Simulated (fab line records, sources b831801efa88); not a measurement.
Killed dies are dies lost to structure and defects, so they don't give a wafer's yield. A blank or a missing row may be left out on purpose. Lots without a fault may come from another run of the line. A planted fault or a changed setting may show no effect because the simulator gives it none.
fab line records | flow sfq_line
record lots=6 wafers=18 last_day=92
route steps=325 shown I0@47 M1@58 I1@73 M2@88 M8@325
lots that met no fault: from a run of the same line without faults
start_h: hours from the record's first day to the start of the lot's first wafer shown | wait_h: hours since the lot's step before | " the same as in the row above | L1.1+2: a row that stands for several wafers | - no value, or no start given | * or withheld: withheld | < > ~ a bound
route shown NAME@n: a module of which the file shows steps, and the number in the route of the first | usual: mean/standard deviation of fault-free wafers | same: alike in all rows | chamber/n: place in a boat | sites: the reading at each site | _std_site: their standard deviation | _edge_site: outer sites' mean less inner sites' | radius_mm: how far each site lies from the wafer's centre | mask NAME#n: copy n | behind: the tool/chamber that last shaped the wafer | hold: why the lot was held/for how many hours/how that ended | device: the transistor (n, p or np) that didn't switch | end of line: the same wafers' tests at the end of the route | a step without rows: its recipe alone | killed: dies lost to structure and defects at the first sort, not the wafer's yield | map: a wafer's dies, x killed, . not, _ none there
set.NAME: the setting as run; set.NAME@STEP: as run at that earlier step | model.NAME: the simulator's own value behind a step, which no gauge read
lots at some steps of the route; a table a step, a row a wafer
services: from which hour (start_h, from the record's first day; less than 0 if before it) a tool's chamber was out of use, for how many hours, and why
## steps
# step SFQ_TRILAYER_I0_VIA_LITHO_COAT_036
# recipe resist=BARC spin_rpm=3000 resist_thk_nm=62
# step SFQ_TRILAYER_I0_VIA_LITHO_COAT_031
# recipe resist=KrF spin_rpm=3000 resist_thk_nm=650
# step SFQ_TRILAYER_I0_VIA_LITHO_SOFTBAKE_035
# recipe temp_c=withheld time_s=withheld resist=KrF
# step SFQ_TRILAYER_I0_VIA_LITHO_EXPOSE_032
# recipe mask_id=I0 na=0.6 source_shape=conventional sigma_outer=0.65 target_cd_nm=500 dose_mj=21.3
# step SFQ_TRILAYER_I0_VIA_LITHO_PEB_034
# recipe peb_temp_c=115 peb_time_s=60 resist=KrF
# step SFQ_TRILAYER_I0_VIA_LITHO_DEVELOP_033
# recipe time_s=60 resist=KrF
# step SFQ_I0_OVL_MEAS_908
# usual I0_OVL=2/4.4
# columns lot.wafer tool chamber start_h wait_h I0_OVL[nm]
L403.1 overlay-01 - 393.34 0.1 0
L403.2 " - " " 3
L403.4 " - " " 7
L411.1 overlay-02 - 496.25 0.1 0
L411.3 " - " " 5
L411.5 " - " " 7
L416.1 overlay-02 - 548.28 0.1 8
L416.2 " - " " 9
L416.3 " - " " 3
L417.1 overlay-01 - 559.08 0.1 4
L417.3 " - " " 3
L417.4 " - " " -2
L424.1 overlay-01 - 633.63 0.1 -3
L424.2 " - " " 1
L424.4 " - " " -7
L425.3 overlay-02 - 640.84 0.1 4
L425.4 " - " " 1
L425.5 " - " " 4
# step SFQ_TRILAYER_I0_VIA_BARC_OPEN_VIA_ETCH_046
# recipe mask_material=PR chemistry=O2 target_depth_nm=125 target=BARC source_w=500 bias_w=80 pressure_mtorr=30 time_s=41.7
# step SFQ_TRILAYER_I0_VIA_ETCH_VIA_ETCH_034
# recipe target=SiO2 stop_on=Nb mask_material=PR taper_deg=20 chemistry=CHF3 target_depth_nm=260 source_w=500 bias_w=80 pressure_mtorr=30 time_s=withheld
# step SFQ_TRILAYER_I0_VIA_STRIP_STRIP_035
# recipe gas=O2 power_w=200 platen_temp_c=40 overash_fraction=0.65 chemistry=O2 pressure_mtorr=50
# usual drypump_motor_current_A=5.56/0.29 oes_product_au=1.000/0.0068
# same overash_fraction=0.65
# columns lot.wafer tool chamber start_h wait_h drypump_motor_current_A oes_product_au rf_hours_counter_h
L403.1 rie_metal-04 1 393.52 - 5.35 1.002 167
L403.2 " 0 " " 5.17 0.996 8
L403.4 " 0 " " 5.17 1.009 -
L411.1 rie_metal-04 0 496.44 - 5.17 0.996 21
L411.3 " 1 " " 5.34 1.003 -
L411.5 " 1 " " 5.34 1.000 -
L416.1 rie_metal-02 1 548.47 - 5.76 1.010 95
L416.2 " 0 " " 5.98 1.004 134
L416.3 " 1 " " 5.79 1.001 -
L417.1 rie_metal-04 0 559.27 - 5.19 0.995 27
L417.3 " 0 " " 5.18 0.985 -
L417.4 " 1 " " 5.31 0.996 -
L424.1 rie_metal-04 0 633.82 - 5.17 1.001 37
L424.2 " 1 " " 5.33 0.989 24
L424.4 " 0 " " 5.16 1.001 -
L425.3 rie_metal-02 1 641.22 - 5.74 0.995 -
L425.4 " 0 " " 6.01 0.998 -
L425.5 " 1 " " 5.78 1.012 -
# step SFQ_TRILAYER_I0_VIA_STRIP_SOLV_CLEAN_036
# recipe chemistry=NMP temp_c=70 time_s=600
# step SFQ_TRILAYER_M1_DEP_PRE_CLEAN_038
# recipe gas=Ar time_s=22.5 bias_v=250
# step SFQ_TRILAYER_M1_DEP_SPUTTER_037
# recipe material=Nb base_pressure_pa=1.33e-06 chamber_pressure_pa=0.1333 substrate_temp_c=20 resputter_cathode_voltage_v=400 target_thk_nm=200 power_w=2000 time_s=133.3
# usual throttle_valve_pct=30.0/0.97
# columns lot.wafer tool chamber start_h wait_h throttle_valve_pct model.Nb_of_TRILAYER_M1_DEP_SPUTTER_037.thk_nm
L403.1 pvd_sputter-04 - 394.33 0.0 28.8 200.7
L403.2 " - " " 29.0 203.3
L403.4 " - " " 29.3 201.6
L411.1 pvd_sputter-06 - 497.25 0.0 30.0 198.9
L411.3 " - " " 30.0 197.8
L411.5 " - " " 31.2 197.8
L416.1 pvd_sputter-04 - 549.27 0.0 29.0 202.6
L416.2 " - " " 28.8 182.5
L416.3 " - " " 29.6 201.9
L417.1 pvd_sputter-04 - 560.07 0.0 28.6 179.4
L417.3 " - " " 30.6 198.9
L417.4 " - " " 29.1 201.5
L424.1 pvd_sputter-03 - 634.62 0.0 31.9 202.2
L424.2 " - " " 30.9 203.6
L424.4 " - " " 29.4 202.2
L425.3 pvd_sputter-04 - 641.82 0.0 29.4 199.7
L425.4 " - " " 30.6 200
L425.5 " - " " 29.4 200
# step SFQ_M1_RS_MEAS_909
# recipe thk_meas_gauge=four-point-probe reads=Nb_of_TRILAYER_M1_DEP_SPUTTER_037
# usual M1_NB_RS=0.893/0.0096
# columns lot.wafer tool chamber start_h wait_h M1_NB_RS[ohm/sq]
L403.1 film_metro-04 - 394.42 0.0 0.887
L403.2 " - " " 0.877
L403.4 " - " " 0.884
L411.1 film_metro-02 - 497.34 0.0 0.893
L411.3 " - " " 0.900
L411.5 " - " " 0.900
L416.1 film_metro-01 - 549.36 0.0 0.877
L416.2 " - " " 0.977
L416.3 " - " " 0.882
L417.1 film_metro-02 - 560.16 0.0 0.994
L417.3 " - " " 0.898
L417.4 " - " " 0.883
L424.1 film_metro-04 - 634.71 0.0 0.879
L424.2 " - " " 0.875
L424.4 " - " " 0.882
L425.3 film_metro-04 - 641.95 0.1 0.892
L425.4 " - " " 0.891
L425.5 " - " " 0.891
# step SFQ_TRILAYER_M1_LITHO_COAT_044
# recipe resist=BARC spin_rpm=3000 resist_thk_nm=62
# step SFQ_TRILAYER_M1_LITHO_COAT_039
# recipe resist=KrF spin_rpm=3000 resist_thk_nm=600
# step SFQ_TRILAYER_M1_LITHO_SOFTBAKE_043
# recipe temp_c=withheld time_s=withheld resist=KrF
# step SFQ_TRILAYER_M1_LITHO_EXPOSE_040
# recipe mask_id=M1 na=0.6 source_shape=conventional sigma_outer=0.65 target_cd_nm=500 dose_mj=14.4
# step SFQ_TRILAYER_M1_LITHO_PEB_042
# recipe peb_temp_c=115 peb_time_s=60 resist=KrF
# step SFQ_TRILAYER_M1_LITHO_DEVELOP_041
# recipe time_s=60 resist=KrF
# step SFQ_M1_OVL_MEAS_911
# usual M1_OVL=-1/6.5
# columns lot.wafer tool chamber start_h wait_h M1_OVL[nm]
L403.1 overlay-01 - 556.68 0.1 5
L403.2 " - " " -1
L403.4 " - " " -4
L411.1 overlay-01 - 660.03 0.1 -3
L411.3 " - " " 5
L411.5 " - " " 1
L416.1 overlay-02 - 706.33 0.1 -10
L416.2 " - " " -12
L416.3 " - " " -11
L417.1 overlay-02 - 714.73 0.1 -8
L417.3 " - " " -11
L417.4 " - " " -13
L424.1 overlay-02 - 780.99 0.1 -8
L424.2 " - " " 0
L424.4 " - " " -2
L425.3 overlay-01 - 785.93 0.1 11
L425.4 " - " " 3
L425.5 " - " " 12
# step SFQ_TRILAYER_M1_BARC_OPEN_METAL_ETCH_054
# recipe mask_material=PR chemistry=O2 target_depth_nm=125 target=BARC icp_w=600 bias_w=80 pressure_mtorr=10 time_s=41.7
# step SFQ_TRILAYER_M1_ETCH_METAL_ETCH_042
# recipe target=Nb stop_on=SiO2 mask_material=PR chemistry=Cl2/Ar target_depth_nm=240 icp_w=600 bias_w=80 pressure_mtorr=10 time_s=120
# usual drypump_motor_current_A=5.65/0.27 oes_product_au=0.892/0.0068
# same time_s=120
# columns lot.wafer tool chamber start_h wait_h drypump_motor_current_A oes_product_au rf_hours_counter_h
L403.1 rie_metal-01 1 556.78 0.0 5.72 0.900 42
L403.2 " 0 " " 5.80 0.902 111
L403.4 " 0 " " 5.79 0.895 -
L411.1 rie_metal-02 0 660.13 0.0 5.95 0.890 3
L411.3 " 0 " " 5.96 0.887 -
L411.5 " 1 " " 5.76 0.887 -
L416.1 rie_metal-01 0 706.42 0.0 5.82 0.888 132
L416.2 " 1 " " 5.72 0.851 63
L416.3 " 0 " " 5.81 0.899 -
L417.1 rie_metal-01 1 714.82 0.0 5.73 0.834 64
L417.3 " 1 " " 5.68 0.897 -
L417.4 " 0 " " 5.82 0.900 -
L424.1 rie_metal-04 1 781.09 0.0 5.34 0.892 42
L424.2 " 0 " " 5.17 0.909 59
L424.4 " 1 " " 5.34 0.902 -
L425.3 rie_metal-02 1 786.06 0.1 5.78 0.889 -
L425.4 " 0 " " 5.99 0.893 -
L425.5 " 0 " " 6.02 0.896 -
# step SFQ_TRILAYER_M1_STRIP_STRIP_043
# recipe gas=O2 power_w=200 platen_temp_c=40 overash_fraction=0.65 chemistry=O2 pressure_mtorr=50
# usual drypump_motor_current_A=5.64/0.27 oes_product_au=0.999/0.008
# same overash_fraction=0.65
# columns lot.wafer tool chamber start_h wait_h drypump_motor_current_A oes_product_au rf_hours_counter_h
L403.1 rie_metal-01 1 556.90 0.1 5.72 1.009 42
L403.2 " 0 " " 5.80 0.999 111
L403.4 " 0 " " 5.79 0.997 -
L411.1 rie_metal-02 0 660.25 0.1 5.96 0.997 3
L411.3 " 0 " " 6.00 1.002 -
L411.5 " 1 " " 5.75 1.001 -
L416.1 rie_metal-01 0 706.55 0.1 5.82 0.995 132
L416.2 " 1 " " 5.67 1.006 63
L416.3 " 0 " " 5.79 1.001 -
L417.1 rie_metal-01 1 714.95 0.1 5.68 1.007 64
L417.3 " 1 " " 5.67 0.991 -
L417.4 " 0 " " 5.81 0.996 -
L424.1 rie_metal-04 1 781.21 0.1 5.33 0.996 42
L424.2 " 0 " " 5.17 0.993 60
L424.4 " 1 " " 5.31 0.999 -
L425.3 rie_metal-02 1 786.34 0.2 5.79 0.983 -
L425.4 " 0 " " 5.97 0.999 -
L425.5 " 0 " " 5.96 1.002 -
# step SFQ_TRILAYER_M1_STRIP_SOLV_CLEAN_044
# recipe chemistry=NMP temp_c=70 time_s=600
# step SFQ_TRILAYER_I1_DEP_PECVD_045
# recipe material=SiO2 temp_c=150 time_s=111.11 pressure_torr=2.4 rf_w=183.3 precursor=SiH4/N2O target_thk_nm=500
# usual heater_power_w=88/22 throttle_valve_pct=24.6/1.6
# same time_s=111.11
# columns lot.wafer tool chamber start_h wait_h heater_power_w throttle_valve_pct
L403.1 pecvd-03 2 557.68 0.0 106 27.8
L403.2 " 1 " " 106 24.5
L403.4 " 2 " " 106 27.8
L411.1 pecvd-02 1 661.03 0.0 98 22.9
L411.3 " 0 " " 85 22.3
L411.5 " 0 " " 86 22.4
L416.1 pecvd-03 1 707.32 0.0 107 24.9
L416.2 " 2 " " 110 27.8
L416.3 " 0 " " 62 23.4
L417.1 pecvd-02 1 715.72 0.0 89 23.0
L417.3 " 0 " " 93 22.3
L417.4 " 2 " " 84 23.7
L424.1 pecvd-02 1 781.99 0.0 104 23.0
L424.2 " 0 " " 92 22.4
L424.4 " 0 " " 93 22.5
L425.3 pecvd-01 0 786.91 0.0 51 25.4
L425.4 " 1 " " 124 25.5
L425.5 " 0 " " 53 25.3
# step SFQ_TRILAYER_I1_CMP_CMP_046
# recipe material=SiO2 down_force_psi=3 platen_rpm=60 pad_velocity_m_s=0.94248
# step SFQ_I1_BOW_MEAS_912
# recipe mode=bow
# usual I1_BOW=0/8.3
# columns lot.wafer tool chamber start_h wait_h I1_BOW[um]
L403.1 film_metro-03 - 560.75 1.5 -18
L403.2 " - " " -3
L403.4 " - " " -2
L411.1 film_metro-02 - 664.10 1.0 -3
L411.3 " - " " 2
L411.5 " - " " -16
L416.1 film_metro-03 - 711.74 2.5 -7
L416.2 " - " " 0
L416.3 " - " " 0
L417.1 film_metro-04 - 718.80 2.0 -2
L417.3 " - " " -9
L417.4 " - " " 7
L424.1 film_metro-04 - 786.73 2.0 -5
L424.2 " - " " -2
L424.4 " - " " 4
L425.3 film_metro-02 - 790.03 2.0 3
L425.4 " - " " 0
L425.5 " - " " 2
# step SFQ_TRILAYER_I1_METRO_MEASURE_047
# step SFQ_TRILAYER_I1_VIA_LITHO_COAT_054
# recipe resist=BARC spin_rpm=3000 resist_thk_nm=62
# step SFQ_TRILAYER_I1_VIA_LITHO_COAT_049
# recipe resist=KrF spin_rpm=3000 resist_thk_nm=650
# step SFQ_TRILAYER_I1_VIA_LITHO_SOFTBAKE_053
# recipe temp_c=withheld time_s=withheld resist=KrF
# step SFQ_TRILAYER_I1_VIA_LITHO_EXPOSE_050
# recipe mask_id=I1 na=0.6 source_shape=conventional sigma_outer=0.65 target_cd_nm=500 dose_mj=21.3
# step SFQ_TRILAYER_I1_VIA_LITHO_PEB_052
# recipe peb_temp_c=115 peb_time_s=60 resist=KrF
# step SFQ_TRILAYER_I1_VIA_LITHO_DEVELOP_051
# recipe time_s=60 resist=KrF
# step SFQ_I1_OVL_MEAS_913
# usual I1_OVL=1/5.3
# columns lot.wafer tool chamber start_h wait_h I1_OVL[nm]
L403.1 overlay-02 - 717.13 0.1 9
L403.2 " - " " 4
L403.4 " - " " 1
L411.1 overlay-01 - 810.04 0.1 -8
L411.3 " - " " -6
L411.5 " - " " -1
L416.1 overlay-02 - 855.89 0.1 -4
L416.2 " - " " -5
L416.3 " - " " -8
L417.1 overlay-01 - 864.29 0.1 13
L417.3 " - " " 11
L417.4 " - " " 4
L424.1 overlay-01 - 935.59 0.1 0
L424.2 " - " " -4
L424.4 " - " " -7
L425.3 overlay-01 - 938.00 0.1 5
L425.4 " - " " 0
L425.5 " - " " 0
# step SFQ_TRILAYER_I1_VIA_BARC_OPEN_VIA_ETCH_071
# recipe mask_material=PR chemistry=O2 target_depth_nm=125 target=BARC source_w=500 bias_w=80 pressure_mtorr=30 time_s=41.7
# step SFQ_TRILAYER_I1_VIA_ETCH_VIA_ETCH_052
# recipe target=SiO2 stop_on=Nb mask_material=PR taper_deg=20 chemistry=CHF3 target_depth_nm=260 source_w=500 bias_w=80 pressure_mtorr=30 time_s=withheld
# usual drypump_motor_current_A=5.8/0.49 oes_product_au=0.854/0.0048
# columns lot.wafer tool chamber start_h wait_h drypump_motor_current_A oes_product_au
L403.1 rie_diel-02 3 717.20 0.0 5.2 0.851
L403.2 " 2 " " 6.0 0.848
L403.4 " 1 " " 4.8 0.857
L411.1 rie_diel-01 2 810.12 0.0 5.9 0.853
L411.3 " 3 " " 6.4 0.858
L411.5 " 2 " " 5.9 0.853
L416.1 rie_diel-03 2 855.97 0.0 6.0 0.843
L416.2 " 1 " " 5.9 0.849
L416.3 " 0 " " 6.2 0.860
L417.1 rie_diel-02 2 864.37 0.0 6.0 0.855
L417.3 " 1 " " 4.8 0.851
L417.4 " 0 " " 5.6 0.844
L424.1 rie_diel-01 0 935.67 0.0 5.6 0.853
L424.2 " 2 " " 5.9 0.848
L424.4 " 1 " " 6.7 0.852
L425.3 rie_diel-02 1 938.07 0.0 4.8 0.864
L425.4 " 2 " " 6.0 0.852
L425.5 " 3 " " 5.2 0.853
# step SFQ_TRILAYER_I1_VIA_STRIP_STRIP_053
# recipe gas=O2 power_w=200 platen_temp_c=40 overash_fraction=0.65 chemistry=O2 pressure_mtorr=50
# usual drypump_motor_current_A=5.70/0.24 oes_product_au=1.000/0.0076
# same overash_fraction=0.65
# columns lot.wafer tool chamber start_h wait_h drypump_motor_current_A oes_product_au rf_hours_counter_h
L403.1 rie_metal-01 0 717.32 - 5.79 0.987 133
L403.2 " 1 " " 5.73 0.993 64
L403.4 " 0 " " 5.81 0.994 -
L411.1 rie_metal-02 0 810.23 - 5.96 1.009 24
L411.3 " 1 " " 5.73 0.990 -
L411.5 " 0 " " 5.95 1.003 -
L416.1 rie_metal-03 0 856.08 - 5.55 0.986 38
L416.2 " 1 " " 5.33 1.003 52
L416.3 " 1 " " 5.31 1.012 -
L417.1 rie_metal-02 0 864.48 - 5.97 1.015 31
L417.3 " 0 " " 5.99 1.017 -
L417.4 " 1 " " 5.76 1.008 -
L424.1 rie_metal-02 0 935.78 - 5.96 1.002 40
L424.2 " 1 " " 5.77 0.995 11
L424.4 " 1 " " 5.77 0.996 -
L425.3 rie_metal-02 1 938.38 - 5.80 0.996 -
L425.4 " 0 " " 5.95 1.011 -
L425.5 " 1 " " 5.76 1.003 -
# step SFQ_TRILAYER_I1_VIA_STRIP_SOLV_CLEAN_054
# recipe chemistry=NMP temp_c=70 time_s=600
# step SFQ_TRILAYER_M2_DEP_PRE_CLEAN_056
# recipe gas=Ar time_s=22.5 bias_v=250
# step SFQ_M8_BOW_MEAS_951
# recipe mode=bow
# usual M8_BOW=8/12
# columns lot.wafer tool chamber start_h wait_h M8_BOW[um] model.etest.m1.ohm_um model.etest.i0.link_ohm model.etest.i1.link_ohm model.etest.m1.ohm_sq
L403.1 film_metro-04 - 1880.74 0.0 -10 1.78 1.955 1.967 0.8869
L403.2 " - " " 6 1.751 1.947 1.953 0.8755
L403.4 " - " " 7 1.768 1.953 1.972 0.8829
L411.1 film_metro-01 - 2018.60 0.0 8 1.782 1.979 1.98 0.8951
L411.3 " - " " 12 1.802 1.994 1.979 0.9002
L411.5 " - " " -6 1.793 1.997 1.982 0.9001
L416.1 film_metro-04 - 2041.42 0.0 -8 1.752 1.949 1.956 0.8785
L416.2 " - " " -2 1.952 2.06 2.051 0.9756
L416.3 " - " " -1 1.762 1.943 1.954 0.8818
L417.1 film_metro-03 - 2046.22 0.0 9 1.98 2.104 2.046 0.9923
L417.3 " - " " 4 1.792 1.989 1.955 0.8952
L417.4 " - " " 18 1.765 1.966 1.942 0.8836
L424.1 film_metro-01 - 2196.13 0.0 20 1.772 1.95 1.976 0.8805
L424.2 " - " " 21 1.755 1.95 1.974 0.8744
L424.4 " - " " 26 1.771 1.946 1.981 0.8803
L425.3 film_metro-03 - 2198.57 0.0 14 1.779 1.962 1.982 0.8914
L425.4 " - " " 10 1.771 1.96 1.988 0.8899
L425.5 " - " " 14 1.779 1.962 1.991 0.8903
## services
# columns tool chamber start_h hours kind
rie_metal-02 - 374.66 4.3 pm
rie_metal-04 - 418.60 14.6 pm
rie_metal-02 0 424.22 3.2 repair
rie_metal-01 - 439.11 2.8 pm
pvd_sputter-04 - 447.31 1.6 repair
pecvd-02 0 467.94 5.8 repair
rie_metal-02 - 472.20 1.0 repair
pvd_sputter-04 - 494.28 4.3 repair
rie_metal-01 - 495.72 0.1 repair
rie_diel-02 1 545.66 4.2 repair
pecvd-02 - 563.75 14.0 pm
rie_metal-04 - 579.00 0.1 repair
rie_metal-01 0 585.60 5.9 repair
rie_metal-01 1 662.95 9.9 repair
rie_metal-01 0 679.89 1.5 repair
pvd_sputter-04 - 710.68 3.0 repair
rie_metal-04 1 758.70 13.0 repair
rie_metal-01 0 781.02 1.5 repair
pvd_sputter-04 - 787.18 12.3 repair
rie_metal-01 1 788.40 7.7 repair
pvd_sputter-04 - 814.41 14.8 repair
rie_metal-01 - 883.02 14.6 pm
rie_metal-01 - 906.70 1.4 repair
pvd_sputter-04 - 929.83 7.5 repair
## key
first_sign step=SFQ_M1_RS_MEAS_909 reading=M1_NB_RS direction=up sigmas=9.6 usual=0.893 struck=0.985
effect step=SFQ_TRILAYER_M1_ETCH_METAL_ETCH_042 reading=oes_product_au direction=down sigmas=7.3 usual=0.892 struck=0.843
model_effect step=SFQ_TRILAYER_M1_DEP_SPUTTER_037 value=Nb_of_TRILAYER_M1_DEP_SPUTTER_037.thk_nm without=202 struck=180.9
model_effect step=SFQ_M8_BOW_MEAS_951 value=etest.m1.ohm_um without=1.761 struck=1.966
met_at SFQ_TRILAYER_M1_DEP_SPUTTER_037
struck_wafers L416.2,L417.1
onset_between 394.33 549.27
fault kind=process_parameter_drift tool=pvd_sputter-04 chamber=- onset_h=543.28 steps=SFQ_TRILAYER_M1_DEP_SPUTTER_037 channel=time_s offset=* shape=step end_h=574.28 acts_in=* stated=* scope=struck_wafers_only
